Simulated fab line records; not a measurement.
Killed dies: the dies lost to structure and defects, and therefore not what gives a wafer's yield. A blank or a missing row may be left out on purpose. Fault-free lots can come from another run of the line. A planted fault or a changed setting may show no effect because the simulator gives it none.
Chamber matching :: flow gf180mcu :: 4 sister chambers for GF_V1_CMP_04 on cmp-01
The step polishes SiO2. 4 wafers are shown with their chamber, then 7 later ones without.

## WAFERS, EACH WITH ITS CHAMBER
wafer: L831.4
chamber: 2
motor_current_A (A): 10.7

wafer: L831.6
chamber: 0
motor_current_A (A): 10.5

wafer: L835.1
chamber: 3
motor_current_A (A): 12.2

wafer: L835.2
chamber: 1
motor_current_A (A): 11.6

## WAFERS MISSING THEIR CHAMBER
wafer: L835.5
motor_current_A (A): 12.4

wafer: L843.1
motor_current_A (A): 10.4

wafer: L843.2
motor_current_A (A): 12.7

wafer: L843.3
motor_current_A (A): 12.2

wafer: L844.2
motor_current_A (A): 12.1

wafer: L844.5
motor_current_A (A): 10.7

wafer: L844.6
motor_current_A (A): 11.4

## WHICH CHAMBER EACH WENT THROUGH
wafer: L835.5
from the rows above: 3
in truth: 3

wafer: L843.1
from the rows above: can't be placed: 0 or 2
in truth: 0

wafer: L843.2
from the rows above: 3
in truth: 3

wafer: L843.3
from the rows above: 3
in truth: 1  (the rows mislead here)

wafer: L844.2
from the rows above: can't be placed: 3 or 1
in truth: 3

wafer: L844.5
from the rows above: can't be placed: 2 or 0
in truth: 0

wafer: L844.6
from the rows above: 1
in truth: 1
Placed correctly: 3 of 7. Not placeable from these rows: 3 (in 3, the candidates include the true chamber). Wrongly placed: 1.
How it was worked out, from the rows above alone: a wafer's distance from a chamber is the root of the sum, over the readings, of the square of ((its reading less the chamber's mean) divided by the reading's scatter). The wafer belongs to the nearest chamber; if the next one is less than 2 further off, it can't be placed. Each chamber's mean is taken over the wafers shown for it. The scatter: with one shown wafer a chamber, the root of the mean of the squares of how far each hidden wafer lies from its nearest shown one.
